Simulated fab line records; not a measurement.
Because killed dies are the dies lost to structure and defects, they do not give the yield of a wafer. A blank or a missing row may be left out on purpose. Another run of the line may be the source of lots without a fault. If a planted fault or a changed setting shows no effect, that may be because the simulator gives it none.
fab line records	flow gf180mcu
record lots=24	wafers=72	last_day=35
route steps=602 shown STI@15 NWELL@53 V1@356 V2@398 MIM@522
lots with no fault: from the same line, run without faults
start_h: the number of hours between the record's first day and the start of the first shown wafer of the lot	wait_h: time in hours since the lot's previous step	" repeats the value in the row above	L1.1+2: a single row standing in for several wafers	- value missing, or start not given	* or withheld: withheld	< > ~ a bound
route shown NAME@n: NAME is a module with steps in the file, n the number in the route of the first one	usual: average and standard deviation across the fault-free wafers	same: alike in all rows	chamber/n: place in a boat	sites: per-site readings	_std_site: their standard deviation	_edge_site: inner sites' mean taken away from outer sites' mean	radius_mm: how far each site lies from the wafer's centre	mask NAME#n: copy n	behind: tool/chamber where the wafer was last shaped	hold: the reason the lot was held/the length of the hold in hours/how it ended	device: whichever transistor did not switch (one of n, p or np)	end of line: the same wafers' tests at the end of the route	a step given without rows: its recipe and nothing more	killed: dies lost to structure and defects at the first sort, not the wafer's yield	map: per-die view of a wafer (x killed, . not killed, _ where there is no die)
set.NAME: the setting the step ran with; set.NAME@STEP: the setting that earlier step ran with	model.NAME: the simulator's own value behind a step, which no gauge read
route steps across a sampled set of lots; one table per step, one row per wafer
services: a tool's chamber out of use, with start hour (start_h, from the record's first day; less than 0 if before it), hours out, and reason
## steps
# step GF_STI_ETCH_14
# recipe target=Si	chemistry=HBr/Cl2/O2	target_depth_nm=360	icp_w=600	bias_w=150	pressure_mtorr=15	HBr_flow_sccm=150	Cl2_flow_sccm=40	O2_flow_sccm=6	time_s=102.9
# usual drypump_motor_current_A=5.6/0.38	he_backside_leak_sccm=2.74/0.23	oes_product_au=0.995/0.013	rf_fwd_power_W=596.0/2.1	throttle_valve_pct=25.661/0.013
lot.wafer	tool	chamber	start_h	wait_h	drypump_motor_current_A	he_backside_leak_sccm	oes_product_au	rf_fwd_power_W	rf_hours_counter_h	throttle_valve_pct
L074.3	rie_si-01	3	25.87	0.0	5.6	2.62	0.999	597.7	1	25.650
L074.4	"	0	"	"	5.3	2.44	1.018	593.6	117	25.651
L074.6	"	3	"	"	5.6	2.49	0.997	597.2	-	25.658
L075.2	rie_si-02	3	30.52	0.0	5.7	2.90	1.015	595.0	53	25.657
L075.3	"	1	"	"	6.0	2.77	0.996	594.9	153	25.646
L075.5	"	0	"	"	5.5	3.25	0.984	597.5	-	25.668
L076.2	rie_si-02	2	36.20	0.0	6.2	2.44	0.970	594.3	3	25.674
L076.4	"	1	"	"	6.0	2.59	0.994	599.1	153	25.677
L076.5	"	0	"	"	5.5	3.01	0.985	596.6	-	25.674
L077.2	rie_si-02	1	41.07	0.0	6.0	2.56	1.001	596.5	153	25.675
L077.4	"	2	"	"	6.3	2.60	0.983	596.7	-	25.687
L077.5	"	1	"	"	6.0	2.73	0.996	594.5	-	25.659
L078.1	rie_si-01	1	46.37	0.0	5.4	3.15	0.984	594.3	119	25.668
L078.5	"	2	"	"	5.0	3.02	0.988	595.4	-	25.662
L078.6	"	3	"	"	5.6	2.58	0.989	597.0	-	25.660
L079.2	rie_si-01	1	52.20	0.0	5.4	2.94	0.999	596.5	119	25.663
L079.3	"	3	"	"	5.6	2.53	0.998	596.2	1	25.654
L079.5	"	1	"	"	5.4	3.04	0.987	597.5	-	25.665
L080.2	rie_si-01	2	57.17	0.0	5.0	2.86	0.993	594.2	3	25.655
L080.3	"	3	"	"	5.6	2.57	1.007	597.4	1	25.659
L080.4	"	1	"	"	5.4	3.04	0.990	596.8	119	25.673
L081.1	rie_si-01	1	62.89	0.0	5.4	3.24	0.985	598.2	119	25.660
L081.2	"	0	"	"	5.3	2.66	1.005	596.1	117	25.644
L081.6	"	1	"	"	5.3	3.25	0.991	597.7	-	25.678
L082.1	rie_si-01	3	67.67	0.0	5.6	2.54	1.007	598.0	1	25.659
L082.5	"	3	"	"	5.6	2.55	0.997	597.2	-	25.639
L082.6	"	2	"	"	5.0	2.86	0.984	595.8	-	25.680
L083.1	rie_si-02	0	72.42	0.0	5.5	2.84	1.010	597.2	0	25.651
L083.4	"	2	"	"	6.2	2.56	0.990	593.3	-	25.658
L083.6	"	0	"	"	5.5	2.85	1.019	598.0	-	25.628
L084.1	rie_si-02	0	77.74	0.0	5.5	2.72	1.001	593.0	0	25.639
L084.3	"	3	"	"	5.7	2.92	1.013	595.6	54	25.635
L084.6	"	3	"	"	5.7	2.87	1.003	596.8	-	25.652
L085.1	rie_si-02	3	82.64	0.1	5.7	2.92	1.005	595.5	54	25.660
L085.2	"	2	"	"	6.2	2.60	0.981	596.1	3	25.670
L085.4	"	3	"	"	5.8	3.11	1.009	596.6	-	25.645
L086.2	rie_si-01	1	87.34	0.0	5.4	3.17	0.989	599.5	119	25.663
L086.4	"	0	"	"	5.3	2.64	1.004	594.2	117	25.654
L086.5	"	1	"	"	5.4	3.02	0.985	597.3	-	25.668
L087.2	rie_si-01	0	92.32	0.0	5.3	2.63	1.003	593.4	117	25.658
L087.3	"	3	"	"	5.6	2.57	1.001	599.8	1	25.667
L087.4	"	1	"	"	5.4	3.00	0.979	595.4	119	25.649
L088.2	rie_si-01	3	98.49	0.0	5.6	2.65	1.008	595.3	1	25.643
L088.4	"	1	"	"	5.3	3.12	0.984	597.9	119	25.680
L088.6	"	3	"	"	5.6	2.50	1.003	597.2	-	25.657
L089.1	rie_si-02	3	102.69	0.0	5.8	2.96	0.989	596.1	54	25.669
L089.4	"	2	"	"	6.3	2.72	0.970	598.3	3	25.672
L089.6	"	3	"	"	5.7	2.95	1.007	595.7	-	25.650
L090.1	rie_si-02	1	108.04	0.0	6.0	2.39	0.986	595.6	0	25.661
L090.4	"	3	"	"	5.7	3.44	1.000	596.8	54	25.646
L090.6	"	2	"	"	6.3	2.45	0.966	596.5	-	25.671
L091.1	rie_si-01	0	113.12	0.0	5.3	2.46	1.008	593.0	118	25.668
L091.4	"	3	"	"	5.6	2.67	0.999	597.2	2	25.667
L091.5	"	2	"	"	5.0	2.65	0.991	593.6	-	25.649
L092.3	rie_si-02	0	119.27	0.0	5.5	2.74	1.007	597.0	1	25.651
L092.4	"	1	"	"	6.0	2.51	0.994	596.1	0	25.650
L092.5	"	3	"	"	5.7	2.74	1.005	596.8	-	25.666
L093.2	rie_si-01	2	127.34	0.0	5.0	2.69	0.992	597.1	3	25.673
L093.4	"	0	"	"	5.3	2.45	1.000	591.2	118	25.659
L093.5	"	0	"	"	5.3	2.40	1.005	591.4	-	25.670
L094.1	rie_si-02	2	132.49	0.0	6.2	2.53	0.984	595.8	4	25.654
L094.2	"	3	"	"	5.7	2.90	1.006	596.5	54	25.638
L094.3	"	0	"	"	5.5	2.83	1.010	596.2	1	25.661
L095.2	rie_si-02	0	136.47	0.0	5.5	2.82	1.013	596.8	1	25.648
L095.4	"	3	"	"	5.7	2.97	1.011	595.3	54	25.654
L095.6	"	0	"	"	5.5	2.80	1.004	599.2	-	25.667
L096.1	rie_si-02	3	140.17	0.0	5.7	2.98	1.002	597.4	54	25.663
L096.4	"	2	"	"	6.2	2.39	0.971	596.3	4	25.686
L096.6	"	1	"	"	6.0	2.56	0.996	597.9	-	25.659
L097.4	rie_si-01	2	144.35	0.0	5.0	2.80	0.992	594.3	3	25.669
L097.5	"	2	"	"	5.0	2.76	0.993	591.5	-	25.651
L097.6	"	3	"	"	5.6	2.49	0.990	593.8	-	25.668
# step GF_NWELL_TW_MEAS_11
# usual NWELL_TW=1568/7.9
lot.wafer	tool	chamber	start_h	wait_h	NWELL_TW
L074.3	film_metro-02	-	57.44	0.1	1558
L074.4	"	-	"	"	1555
L074.6	"	-	"	"	1561
L075.2	film_metro-01	-	62.10	0.1	1568
L075.3	"	-	"	"	1569
L075.5	"	-	"	"	1569
L076.2	film_metro-01	-	67.85	0.1	1577
L076.4	"	-	"	"	1567
L076.5	"	-	"	"	1571
L077.2	film_metro-04	-	74.30	0.1	1570
L077.4	"	-	"	"	1564
L077.5	"	-	"	"	1559
L078.1	film_metro-01	-	78.24	0.1	1579
L078.5	"	-	"	"	1575
L078.6	"	-	"	"	1574
L079.2	film_metro-04	-	84.55	0.1	1573
L079.3	"	-	"	"	1579
L079.5	"	-	"	"	1586
L080.2	film_metro-02	-	90.80	0.1	1561
L080.3	"	-	"	"	1566
L080.4	"	-	"	"	1561
L081.1	film_metro-01	-	96.47	0.1	1569
L081.2	"	-	"	"	1577
L081.6	"	-	"	"	1567
L082.1	film_metro-04	-	101.58	0.1	1576
L082.5	"	-	"	"	1574
L082.6	"	-	"	"	1575
L083.1	film_metro-02	-	107.09	0.1	1551
L083.4	"	-	"	"	1552
L083.6	"	-	"	"	1559
L084.1	film_metro-04	-	111.53	0.1	1564
L084.3	"	-	"	"	1568
L084.6	"	-	"	"	1558
L085.1	film_metro-01	-	116.53	0.1	1572
L085.2	"	-	"	"	1568
L085.4	"	-	"	"	1567
L086.2	film_metro-02	-	121.40	0.1	1561
L086.4	"	-	"	"	1569
L086.5	"	-	"	"	1554
L087.2	film_metro-02	-	127.54	0.1	1562
L087.3	"	-	"	"	1572
L087.4	"	-	"	"	1556
L088.2	film_metro-04	-	137.14	0.1	1565
L088.4	"	-	"	"	1566
L088.6	"	-	"	"	1576
L089.1	film_metro-01	-	145.67	0.1	1587
L089.4	"	-	"	"	1584
L089.6	"	-	"	"	1580
L090.1	film_metro-01	-	149.99	0.1	1581
L090.4	"	-	"	"	1581
L090.6	"	-	"	"	1582
L091.1	film_metro-04	-	151.54	0.1	1563
L091.4	"	-	"	"	1571
L091.5	"	-	"	"	1566
L092.3	film_metro-04	-	155.25	0.1	1566
L092.4	"	-	"	"	1573
L092.5	"	-	"	"	1569
L093.2	film_metro-02	-	164.23	0.1	1564
L093.4	"	-	"	"	1568
L093.5	"	-	"	"	1569
L094.1	film_metro-01	-	169.58	0.1	1565
L094.2	"	-	"	"	1574
L094.3	"	-	"	"	1570
L095.2	film_metro-02	-	177.04	0.1	1557
L095.4	"	-	"	"	1564
L095.6	"	-	"	"	1566
L096.1	film_metro-04	-	181.57	0.1	1563
L096.4	"	-	"	"	1566
L096.6	"	-	"	"	1552
L097.4	film_metro-02	-	186.67	0.1	1574
L097.5	"	-	"	"	1580
L097.6	"	-	"	"	1573
# step GF_V1_SPUTTER_21
# recipe material=Ti	target_thk_nm=15	chamber_pressure_pa=5	power_w=2500	substrate_temp_c=200	time_s=80.02
# usual throttle_valve_pct=30.4/0.85
lot.wafer	tool	chamber	start_h	wait_h	throttle_valve_pct
L074.3	pvd_sputter-01	-	430.84	0.0	31.2
L074.4	"	-	"	"	31.4
L074.6	"	-	"	"	31.5
L075.2	pvd_sputter-01	-	442.96	0.0	30.3
L075.3	"	-	"	"	30.6
L075.5	"	-	"	"	31.6
L076.2	pvd_sputter-04	-	443.75	0.0	30.1
L076.4	"	-	"	"	28.4
L076.5	"	-	"	"	30.0
L077.2	pvd_sputter-02	-	454.92	0.0	29.8
L077.4	"	-	"	"	30.0
L077.5	"	-	"	"	29.7
L078.1	pvd_sputter-04	-	471.98	0.0	30.1
L078.5	"	-	"	"	30.7
L078.6	"	-	"	"	28.4
L079.2	pvd_sputter-01	-	480.83	0.0	30.7
L079.3	"	-	"	"	31.4
L079.5	"	-	"	"	31.5
L080.2	pvd_sputter-02	-	486.41	0.0	30.1
L080.3	"	-	"	"	30.4
L080.4	"	-	"	"	30.0
L082.1	pvd_sputter-04	-	500.63	0.0	28.3
L082.5	"	-	"	"	29.3
L082.6	"	-	"	"	30.9
L081.1	pvd_sputter-01	-	502.18	0.0	30.6
L081.2	"	-	"	"	30.4
L081.6	"	-	"	"	30.6
L083.1	pvd_sputter-02	-	509.96	0.0	31.1
L083.4	"	-	"	"	30.2
L083.6	"	-	"	"	30.2
L084.1	pvd_sputter-01	-	514.83	0.0	30.5
L084.3	"	-	"	"	30.5
L084.6	"	-	"	"	30.5
L085.1	pvd_sputter-04	-	522.32	0.0	29.5
L085.2	"	-	"	"	30.8
L085.4	"	-	"	"	30.0
L086.2	pvd_sputter-01	-	530.26	0.0	31.4
L086.4	"	-	"	"	30.4
L086.5	"	-	"	"	30.3
L087.2	pvd_sputter-04	-	539.27	0.0	30.6
L087.3	"	-	"	"	29.5
L087.4	"	-	"	"	28.0
L088.2	pvd_sputter-01	-	553.07	0.0	31.2
L088.4	"	-	"	"	30.7
L088.6	"	-	"	"	31.8
L089.1	pvd_sputter-01	-	564.83	0.0	31.5
L089.4	"	-	"	"	30.9
L089.6	"	-	"	"	31.4
L090.1	pvd_sputter-02	-	567.09	0.0	30.3
L090.4	"	-	"	"	30.0
L090.6	"	-	"	"	30.9
L091.1	pvd_sputter-04	-	575.66	0.0	28.0
L091.4	"	-	"	"	30.8
L091.5	"	-	"	"	29.5
L092.3	pvd_sputter-04	-	581.14	0.0	29.6
L092.4	"	-	"	"	30.7
L092.5	"	-	"	"	29.4
L093.2	pvd_sputter-02	-	590.43	0.0	31.2
L093.4	"	-	"	"	30.4
L093.5	"	-	"	"	30.1
L094.1	pvd_sputter-02	-	597.00	0.0	29.8
L094.2	"	-	"	"	30.6
L094.3	"	-	"	"	29.9
L095.2	pvd_sputter-01	-	608.42	0.0	30.7
L095.4	"	-	"	"	31.3
L095.6	"	-	"	"	30.4
L096.1	pvd_sputter-04	-	612.56	0.0	30.8
L096.4	"	-	"	"	30.6
L096.6	"	-	"	"	29.8
L097.4	pvd_sputter-02	-	619.71	0.0	30.2
L097.5	"	-	"	"	30.1
L097.6	"	-	"	"	30.2
# step GF_V1_CVD_23
# recipe material=W	target_thk_nm=350	time_s=105.05	temp_c=400	pressure_torr=40
# usual heater_power_w=800/99
lot.wafer	tool	chamber	start_h	wait_h	heater_power_w
L074.3	cvd_w-02	0	430.98	0.1	715
L074.4	"	1	"	"	843
L074.6	"	1	"	"	837
L075.2	cvd_w-01	1	443.06	0.0	930
L075.3	"	1	"	"	934
L075.5	"	0	"	"	704
L076.2	cvd_w-02	1	443.85	0.0	836
L076.4	"	1	"	"	850
L076.5	"	0	"	"	715
L077.2	cvd_w-02	0	455.02	0.0	719
L077.4	"	0	"	"	731
L077.5	"	1	"	"	854
L078.1	cvd_w-02	0	472.08	0.0	713
L078.5	"	1	"	"	861
L078.6	"	0	"	"	716
L079.2	cvd_w-01	0	480.93	0.0	708
L079.3	"	0	"	"	711
L079.5	"	1	"	"	952
L080.2	cvd_w-02	0	486.51	0.0	722
L080.3	"	1	"	"	838
L080.4	"	0	"	"	713
L082.1	cvd_w-02	0	500.73	0.0	713
L082.5	"	0	"	"	726
L082.6	"	0	"	"	708
L081.1	cvd_w-01	0	502.28	0.0	710
L081.2	"	1	"	"	945
L081.6	"	1	"	"	949
L083.1	cvd_w-02	0	510.06	0.0	706
L083.4	"	1	"	"	857
L083.6	"	1	"	"	848
L084.1	cvd_w-02	1	514.93	0.0	832
L084.3	"	0	"	"	704
L084.6	"	0	"	"	697
L085.1	cvd_w-01	0	522.42	0.0	710
L085.2	"	1	"	"	952
L085.4	"	0	"	"	683
L086.2	cvd_w-01	0	530.36	0.0	705
L086.4	"	1	"	"	940
L086.5	"	0	"	"	716
L087.2	cvd_w-02	0	539.37	0.0	722
L087.3	"	1	"	"	833
L087.4	"	0	"	"	734
L088.2	cvd_w-01	0	553.17	0.0	712
L088.4	"	0	"	"	695
L088.6	"	0	"	"	707
L089.1	cvd_w-01	1	564.93	0.0	943
L089.4	"	1	"	"	977
L089.6	"	1	"	"	932
L090.1	cvd_w-01	0	567.19	0.0	701
L090.4	"	1	"	"	982
L090.6	"	0	"	"	701
L091.1	cvd_w-01	0	575.76	0.0	712
L091.4	"	0	"	"	710
L091.5	"	0	"	"	722
L092.3	cvd_w-02	1	581.28	0.1	847
L092.4	"	0	"	"	728
L092.5	"	0	"	"	714
L093.2	cvd_w-01	1	590.53	0.0	948
L093.4	"	1	"	"	946
L093.5	"	1	"	"	1001
L094.1	cvd_w-02	0	597.10	0.0	711
L094.2	"	1	"	"	841
L094.3	"	0	"	"	717
L095.2	cvd_w-02	0	608.52	0.0	724
L095.4	"	1	"	"	853
L095.6	"	0	"	"	709
L096.1	cvd_w-02	0	612.66	0.0	721
L096.4	"	0	"	"	713
L096.6	"	0	"	"	720
L097.4	cvd_w-02	1	619.85	0.1	859
L097.5	"	0	"	"	739
L097.6	"	1	"	"	848
# step GF_V2_ETCH_16
# recipe chemistry=N2/H2	target_depth_a=withheld	overetch_a=withheld	time_s=withheld	target=BARC	ion_energy_ev=200	source_w=500	bias_w=100	pressure_mtorr=30	n2_flow_sccm=100	h2_flow_sccm=200
# usual drypump_motor_current_A=5.9/0.54	h2_flow_sccm=200.0/0.58	oes_product_au=0.855/0.0048	rf_fwd_power_W=494.5/2.3	throttle_valve_pct=13.224/0.0088
lot.wafer	tool	chamber	start_h	wait_h	drypump_motor_current_A	h2_flow_sccm	oes_product_au	rf_fwd_power_W	throttle_valve_pct
L074.3	rie_diel-01	1	482.31	0.0	5.3	200.3	0.852	492.8	13.219
L074.4	"	0	"	"	5.4	199.1	0.863	498.8	13.235
L074.6	"	0	"	"	5.4	201.0	0.851	497.5	13.230
L075.2	rie_diel-03	0	493.94	0.0	6.7	200.1	0.848	494.9	13.229
L075.3	"	1	"	"	5.7	199.6	0.853	496.2	13.228
L075.5	"	2	"	"	6.5	199.8	0.854	492.4	13.218
L076.2	rie_diel-03	2	495.11	0.0	6.5	199.9	0.857	492.7	13.230
L076.4	"	3	"	"	6.6	201.3	0.850	494.0	13.224
L076.5	"	0	"	"	6.7	200.4	0.851	495.4	13.228
L077.2	rie_diel-03	0	506.17	0.0	6.6	199.2	0.855	495.7	13.217
L077.4	"	3	"	"	6.6	200.8	0.855	493.3	13.229
L077.5	"	2	"	"	6.5	200.2	0.854	489.4	13.213
L078.1	rie_diel-01	0	523.17	0.0	5.4	199.7	0.855	495.3	13.221
L078.5	"	2	"	"	5.5	199.9	0.855	495.3	13.230
L078.6	"	3	"	"	5.1	200.4	0.845	495.2	13.229
L079.2	rie_diel-01	3	530.84	0.0	5.1	201.1	0.864	498.7	13.226
L079.3	"	1	"	"	5.3	199.7	0.859	494.4	13.231
L079.5	"	1	"	"	5.3	199.2	0.854	493.5	13.233
L080.2	rie_diel-01	0	537.17	0.0	5.4	200.3	0.865	496.2	13.210
L080.3	"	3	"	"	5.1	200.2	0.857	494.9	13.235
L080.4	"	3	"	"	5.1	200.4	0.851	495.7	13.222
L082.1	rie_diel-02	3	550.21	0.0	6.1	198.7	0.851	499.6	13.239
L082.5	"	2	"	"	6.3	199.8	0.859	492.2	13.236
L082.6	"	1	"	"	5.7	200.3	0.851	495.4	13.232
L081.1	rie_diel-01	2	550.62	0.0	5.5	199.9	0.859	494.1	13.234
L081.2	"	3	"	"	5.1	200.9	0.860	500.3	13.233
L081.6	"	1	"	"	5.3	198.5	0.857	492.9	13.225
L083.1	rie_diel-01	1	558.35	0.0	5.3	200.5	0.849	492.7	13.212
L083.4	"	2	"	"	5.5	200.1	0.854	494.9	13.214
L083.6	"	1	"	"	5.3	200.8	0.853	493.0	13.218
L084.1	rie_diel-02	3	562.74	0.0	6.1	199.5	0.859	498.0	13.237
L084.3	"	0	"	"	5.9	199.5	0.861	493.8	13.222
L084.6	"	1	"	"	5.7	199.8	0.851	496.7	13.241
L085.1	rie_diel-02	2	570.62	0.0	6.2	199.2	0.860	496.5	13.229
L085.2	"	1	"	"	5.7	199.9	0.857	494.5	13.208
L085.4	"	3	"	"	6.1	199.4	0.848	495.6	13.221
L086.2	rie_diel-02	0	578.02	0.0	5.9	200.8	0.857	493.0	13.206
L086.4	"	1	"	"	5.7	199.9	0.858	495.6	13.226
L086.5	"	2	"	"	6.2	199.3	0.858	491.8	13.216
L087.2	rie_diel-03	0	585.84	0.0	6.6	200.0	0.849	499.0	13.226
L087.3	"	3	"	"	6.6	199.6	0.855	491.8	13.222
L087.4	"	1	"	"	5.7	200.6	0.853	496.8	13.230
L088.2	rie_diel-03	2	599.89	0.0	6.5	200.2	0.862	491.1	13.209
L088.4	"	3	"	"	6.6	200.8	0.861	490.7	13.222
L088.6	"	3	"	"	6.6	199.4	0.850	491.2	13.222
L089.1	rie_diel-02	3	611.57	0.0	6.1	200.1	0.856	497.6	13.214
L089.4	"	1	"	"	5.7	200.6	0.858	493.4	13.233
L089.6	"	1	"	"	5.7	200.1	0.853	492.9	13.209
L090.1	rie_diel-03	0	612.97	0.0	6.6	199.6	0.861	493.1	13.219
L090.4	"	3	"	"	6.6	199.2	0.856	492.0	13.236
L090.6	"	3	"	"	6.6	200.7	0.855	489.5	13.234
L091.1	rie_diel-01	0	621.64	0.0	5.4	199.9	0.854	498.2	13.216
L091.4	"	3	"	"	5.1	200.0	0.865	497.0	13.226
L091.5	"	1	"	"	5.3	199.3	0.849	492.9	13.234
L092.3	rie_diel-03	1	626.62	0.0	5.7	200.9	0.855	493.8	13.206
L092.4	"	2	"	"	6.5	200.1	0.853	492.7	13.232
L092.5	"	2	"	"	6.5	199.4	0.850	492.1	13.244
L093.2	rie_diel-03	2	635.82	0.0	6.5	200.8	0.858	491.4	13.223
L093.4	"	3	"	"	6.6	199.8	0.865	492.5	13.226
L093.5	"	3	"	"	6.6	199.7	0.857	491.8	13.227
L094.1	rie_diel-02	0	641.34	0.0	5.9	200.1	0.859	495.3	13.226
L094.2	"	1	"	"	5.7	199.5	0.852	494.1	13.222
L094.3	"	2	"	"	6.2	200.6	0.859	493.2	13.215
L095.2	rie_diel-03	0	652.70	0.0	6.7	199.8	0.864	493.9	13.225
L095.4	"	3	"	"	6.6	200.9	0.861	492.0	13.227
L095.6	"	3	"	"	6.6	200.0	0.851	491.5	13.225
L096.1	rie_diel-01	2	657.22	0.0	5.5	200.3	0.865	492.1	13.239
L096.4	"	3	"	"	5.1	200.7	0.861	495.2	13.221
L096.6	"	0	"	"	5.4	199.8	0.851	495.6	13.238
L097.4	rie_diel-01	2	662.27	0.0	5.5	199.7	0.863	493.3	13.230
L097.5	"	0	"	"	5.4	198.8	0.859	494.9	13.225
L097.6	"	1	"	"	5.2	199.7	0.853	493.1	13.210
# step GF_MIM_METAL_ETCH_19
# recipe chemistry=Cl2/BCl3	mask_material=NOVOLAK	stop_on=Si3N4	target_depth_nm=324.5	pressure_mtorr=8	icp_w=800	bias_w=140	Cl2_flow_sccm=80	bcl3_flow_sccm=40	time_s=54.1
# usual drypump_motor_current_A=5.85/0.26	he_backside_leak_sccm=3.39/0.21	oes_product_au=0.941/0.0064	rf_fwd_power_W=793/3.2	throttle_valve_pct=28.285/0.0098
lot.wafer	tool	chamber	start_h	wait_h	drypump_motor_current_A	he_backside_leak_sccm	oes_product_au	rf_fwd_power_W	rf_hours_counter_h	throttle_valve_pct
L074.3	rie_metal-04	0	605.49	0.1	5.89	3.18	0.932	791	-	28.295
L074.4	"	0	"	"	5.90	3.27	0.943	793	-	28.288
L074.6	"	0	"	"	5.87	3.14	0.948	792	-	28.265
L075.2	rie_metal-03	0	614.13	0.1	6.36	3.28	0.939	789	12	28.269
L075.3	"	1	"	"	5.54	3.74	0.943	794	-	28.290
L075.5	"	1	"	"	5.55	3.61	0.931	796	-	28.287
L076.2	rie_metal-02	0	615.59	0.1	5.81	3.35	0.940	795	4	28.278
L076.4	"	0	"	"	5.82	3.25	0.940	789	-	28.287
L076.5	"	1	"	"	5.87	3.63	0.937	790	-	28.265
L077.2	rie_metal-03	1	625.80	0.1	5.53	3.60	0.947	794	-	28.287
L077.4	"	1	"	"	5.52	3.64	0.949	792	-	28.268
L077.5	"	1	"	"	5.52	3.54	0.941	792	-	28.272
L078.1	rie_metal-02	0	640.15	0.1	5.85	3.43	0.938	796	5	28.298
L078.5	"	0	"	"	5.81	3.71	0.942	794	-	28.283
L078.6	"	1	"	"	5.89	3.61	0.948	791	-	28.289
L079.2	rie_metal-02	1	649.49	0.1	5.88	3.96	0.947	790	2	28.264
L079.3	"	1	"	"	5.91	4.00	0.948	790	-	28.276
L079.5	"	1	"	"	5.91	3.99	0.939	788	-	28.288
L080.2	rie_metal-02	1	652.85	0.1	5.86	3.44	0.939	786	2	28.285
L080.3	"	0	"	"	5.85	3.42	0.944	797	-	28.287
L080.4	"	1	"	"	5.87	3.87	0.938	791	-	28.295
L082.1	rie_metal-03	0	663.73	0.1	6.33	3.35	0.931	796	1	28.303
L082.5	"	1	"	"	5.53	3.60	0.949	791	-	28.273
L082.6	"	0	"	"	6.37	3.26	0.950	796	-	28.292
L081.1	rie_metal-04	1	664.93	0.1	5.69	3.33	0.939	793	2	28.276
L081.2	"	0	"	"	5.88	3.37	0.944	788	10	28.276
L081.6	"	0	"	"	5.90	3.44	0.941	790	-	28.287
L083.1	rie_metal-04	1	674.03	0.1	5.68	3.35	0.939	799	2	28.293
L083.4	"	0	"	"	5.88	3.29	0.935	789	-	28.283
L083.6	"	0	"	"	5.86	3.31	0.931	793	-	28.292
L084.1	rie_metal-02	1	675.69	0.1	5.87	3.34	0.935	787	3	28.290
L084.3	"	1	"	"	5.86	3.49	0.927	790	-	28.301
L084.6	"	0	"	"	5.80	3.29	0.936	794	-	28.292
L085.1	rie_metal-03	1	683.08	0.1	5.54	3.52	0.942	792	7	28.286
L085.2	"	0	"	"	6.36	3.40	0.927	792	1	28.284
L085.4	"	1	"	"	5.54	3.43	0.942	791	-	28.287
L086.2	rie_metal-02	1	688.08	0.1	5.90	3.77	0.941	785	3	28.274
L086.4	"	1	"	"	5.90	3.59	0.952	787	-	28.292
L086.5	"	1	"	"	5.90	3.69	0.947	791	-	28.293
L087.2	rie_metal-04	0	696.60	0.1	5.89	3.17	0.939	789	12	28.286
L087.3	"	1	"	"	5.69	3.39	0.946	795	-	28.277
L087.4	"	0	"	"	5.90	3.21	0.947	794	-	28.303
L088.2	rie_metal-04	1	708.58	0.1	5.69	3.36	0.947	799	3	28.281
L088.4	"	1	"	"	5.68	3.28	0.943	793	-	28.271
L088.6	"	1	"	"	5.69	3.28	0.941	796	-	28.288
L089.1	rie_metal-03	1	719.83	0.1	5.55	3.50	0.939	792	8	28.279
L089.4	"	1	"	"	5.55	3.44	0.939	798	-	28.277
L089.6	"	1	"	"	5.53	3.64	0.938	793	-	28.283
L090.1	rie_metal-02	0	719.99	0.1	5.79	3.37	0.951	796	8	28.275
L090.4	"	1	"	"	5.87	3.57	0.949	784	-	28.290
L090.6	"	0	"	"	5.78	3.32	0.941	797	-	28.274
L091.1	rie_metal-03	1	727.90	0.1	5.51	3.43	0.947	797	9	28.289
L091.4	"	1	"	"	5.53	3.47	0.932	795	-	28.293
L091.5	"	0	"	"	6.35	2.88	0.938	792	-	28.288
L092.3	rie_metal-04	0	731.86	0.1	5.89	3.20	0.939	792	-	28.294
L092.4	"	1	"	"	5.72	3.24	0.952	796	-	28.287
L092.5	"	1	"	"	5.71	3.34	0.949	797	-	28.270
L093.2	rie_metal-03	1	739.79	0.1	5.56	3.53	0.944	791	9	28.283
L093.4	"	1	"	"	5.54	3.59	0.934	793	-	28.312
L093.5	"	0	"	"	6.33	3.22	0.938	796	-	28.277
L094.1	rie_metal-04	1	744.24	0.1	5.69	3.42	0.946	794	5	28.273
L094.2	"	0	"	"	5.89	3.20	0.939	787	13	28.283
L094.3	"	0	"	"	5.91	3.32	0.950	788	-	28.287
L095.2	rie_metal-03	0	754.95	0.1	6.38	3.35	0.946	795	4	28.274
L095.4	"	0	"	"	6.38	3.14	0.935	791	-	28.266
L095.6	"	0	"	"	6.38	3.26	0.941	796	-	28.298
L096.1	rie_metal-03	1	757.74	0.1	5.55	3.68	0.942	792	10	28.283
L096.4	"	0	"	"	6.34	3.16	0.939	792	-	28.289
L096.6	"	0	"	"	6.36	3.21	0.929	796	-	28.303
L097.4	rie_metal-04	0	762.86	0.1	5.86	3.15	0.945	789	-	28.285
L097.5	"	0	"	"	5.89	2.97	0.930	791	-	28.297
L097.6	"	1	"	"	5.67	3.29	0.948	794	-	28.300
## services
tool	chamber	start_h	hours	kind
rie_si-02	2	10.49	4.0	repair
rie_si-01	3	40.58	2.1	repair
rie_si-01	3	49.72	1.4	repair
rie_si-01	2	61.37	2.5	repair
cvd_w-02	1	103.35	8.8	repair
cvd_w-02	0	109.95	15.5	repair
rie_si-02	-	127.36	0.3	repair
rie_si-02	1	162.64	32.3	repair
rie_si-01	-	210.73	15.6	pm
cvd_w-02	1	216.03	4.5	repair
rie_si-01	2	231.58	1.1	repair
rie_si-02	0	240.93	2.2	repair
rie_si-02	2	297.68	2.1	repair
rie_si-01	-	308.56	2.8	pm
cvd_w-02	-	313.64	4.8	repair
cvd_w-02	-	390.00	14.0	pm
cvd_w-02	-	398.18	1.8	repair
rie_si-01	1	416.08	9.2	repair
rie_si-01	0	429.37	13.5	repair
cvd_w-02	1	499.27	3.2	repair
cvd_w-02	-	594.73	0.4	repair
rie_si-01	-	625.54	4.0	pm
rie_si-02	-	683.40	4.3	pm
rie_si-01	1	707.41	1.1	repair
## key
fault none
